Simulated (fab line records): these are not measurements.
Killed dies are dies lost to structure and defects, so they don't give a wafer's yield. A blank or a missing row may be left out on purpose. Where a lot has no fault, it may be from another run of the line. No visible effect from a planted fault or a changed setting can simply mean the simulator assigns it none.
Comparing a struck lot with a sound one / flow sky130 / 20 steps out of a route of 708
Sound: the wafers L275.2, L275.3, L275.4. The struck wafers were L273.1, L273.2, L273.4. Last of all comes the cause.
Each step with rows lists, per side, the tool, then ch with its chambers, then its first start. Under that, the readings that differ: sound wafers / struck wafers / difference of the means / sigmas: that difference in standard deviations of wafers without a fault.
alike: readings whose means differ by less than 2 such deviations, and words and numbers that are the same on both sides. not compared: withheld readings, readings that some wafer has no value for, bounds like >300 that may hide the same value, and numbers for which the record gives no deviation and whose values overlap.
The two part at a step that has a row with sigmas, a row that says differs or no value, or rows on one side only. Non-overlapping numbers with no deviation appear without sigmas and do not part them. A reading that every wafer of one side lacks parts them only if that side has two wafers or more.

first, 6 steps without rows for these wafers: SKY_VT_ADJUST_PCH_HMDS_01 (prime time 60 s); SKY_VT_ADJUST_PCH_COAT_02 (resist thk 3000 nm); SKY_VT_ADJUST_PCH_SOFTBAKE_03; SKY_VT_ADJUST_PCH_EXPOSE_04 (exposes mask NWM, target cd 840 nm); SKY_VT_ADJUST_PCH_PEB_05; SKY_VT_ADJUST_PCH_DEVELOP_06 (develop time 60 s).
SKY_VT_ADJUST_PCH_OVL_MEAS_07:
  sound on overlay-02, day 13 17:32; struck on overlay-01, day 13 12:17
  alike: VT_ADJUST_PCH_OVL
following that, these wafers have no rows for 1 step: SKY_VT_ADJUST_PCH_IMPLANT_08.
SKY_VT_ADJUST_PCH_STRIP_09: strips in O2/N2.
  sound on plasmaAsher-04 ch 0,1, day 13 17:43; struck on plasmaAsher-03 ch 0,1, day 13 12:28
  alike: drypumpMotorCurrentA, oesProductAu, stripTimeToEndpointS
  not compared: rfHoursCounterH
SKY_VT_ADJUST_PCH_TW_MEAS_10:
  sound on filmMetro-02, day 13 17:50; struck on filmMetro-03, day 13 12:34
reading=VT_ADJUST_PCH_TW; sound=146.1 145.3 146.3; struck=142.0 140.9 141.1; difference=-4.6; sigmas=-2
then, 2 steps without rows for these wafers: SKY_SONOS_TUNNEL_DEHYDRATE_00 (time 60 s); SKY_SONOS_TUNNEL_HMDS_01 (prime time 60 s).
SKY_SONOS_TUNNEL_COAT_02: resist thk 1140 nm.
  struck on lithoTrack-03, day 14 01:19; sound on lithoTrack-03 ch 0, day 14 06:18
  no value came back on the struck wafers for chillPlateTempC (C), dispensePressureKPa (kPa), exhaustPa (Pa); on the sound wafers chillPlateTempC (C) reads 23.21 22.93 22.99
then, 4 steps without rows for these wafers: SKY_SONOS_TUNNEL_SOFTBAKE_03 (time 60 s); SKY_SONOS_TUNNEL_EXPOSE_04 (exposes mask TUNM, target cd 410 nm); SKY_SONOS_TUNNEL_PEB_05; SKY_SONOS_TUNNEL_DEVELOP_06 (develop time 60 s).
SKY_SONOS_TUNNEL_CD_MEAS_07: the cd target is 410 nm.
  sound on cdSem-01, day 14 19:27; struck on cdSem-02, day 14 14:37
reading=cdNm (nm); sound=409.2 411.4 411.3; struck=- - -; difference=no value on the struck wafers; sigmas=
SKY_SONOS_TUNNEL_OVL_MEAS_08:
  sound on overlay-02, day 14 19:34; struck on overlay-02, day 14 14:44
reading=SONOS_TUNNEL_OVL (nm); sound=-0.3 -0.2 0.9; struck=- - -; difference=no value on the struck wafers; sigmas=
-- here the record skips 33 days between the struck wafers' starts before and after, leaving off in module SONOS_TUNNEL and picking up in module PAD_OPEN (first step shown: number 708 of the route) --
SKY_PAD_OPEN_PROBE_99:
  the record has rows for the struck wafers here (prober-02, day 47 21:25) and none for the sound ones

WHERE THEY PART
First at SKY_VT_ADJUST_PCH_TW_MEAS_10; last, within this record, at SKY_PAD_OPEN_PROBE_99.

WHY: what had been put in by the simulator
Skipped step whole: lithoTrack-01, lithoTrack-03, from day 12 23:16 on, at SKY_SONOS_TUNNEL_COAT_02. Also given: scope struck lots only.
